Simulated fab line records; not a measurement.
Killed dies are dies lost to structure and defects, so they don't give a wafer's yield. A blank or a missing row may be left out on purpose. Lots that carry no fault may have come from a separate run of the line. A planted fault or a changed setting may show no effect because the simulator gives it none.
Matching of chambers ; flow sfq line ; SFQ_TRILAYER_I1_CMP_CMP_046 on cmp-02: 4 sister chambers
The step polishes SiO2. 4 wafers are shown with their chamber, then 11 later ones without.

EACH WAFER AND ITS CHAMBER
wafer;chamber;motor current A (A)
L287.1;3;10.1
L287.5;2;11.5
L287.6;1;9.8
L288.3;0;11.2

WAFERS WITH NO CHAMBER GIVEN
wafer;motor current A (A)
L288.4;10.5
L288.6;9.7
L295.2;10.2
L295.5;10.1
L295.6;11.4
L297.1;11.3
L297.2;11.0
L297.3;10.3
L298.3;10.1
L298.4;10.9
L298.6;10.4

CHAMBER TAKEN BY EACH
wafer;from the rows above;in truth
L288.4;can't be placed: 3 or 0 or 1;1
L288.6;can't be placed: 1 or 3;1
L295.2;can't be placed: 3 or 1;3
L295.5;can't be placed: 3 or 1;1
L295.6;can't be placed: 2 or 0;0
L297.1;can't be placed: 0 or 2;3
L297.2;can't be placed: 0 or 2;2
L297.3;can't be placed: 3 or 1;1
L298.3;can't be placed: 3 or 1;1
L298.4;can't be placed: 0 or 2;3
L298.6;can't be placed: 3 or 1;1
Correctly placed: 0 of 11. Can't be placed from these rows: 11 (the true chamber is among the candidates in 9). 0 placed wrongly.
How it was worked out, from the rows above alone: a wafer's distance from a chamber is the root of the sum, over the readings, of the square of ((its reading less the chamber's mean) divided by the reading's scatter). The wafer belongs to the nearest chamber; if the next one is less than 2 further off, it can't be placed. The mean given for a chamber averages the wafers shown for that chamber. The scatter: root of mean squared gap, hidden wafer to nearest shown wafer, with one shown wafer a chamber.
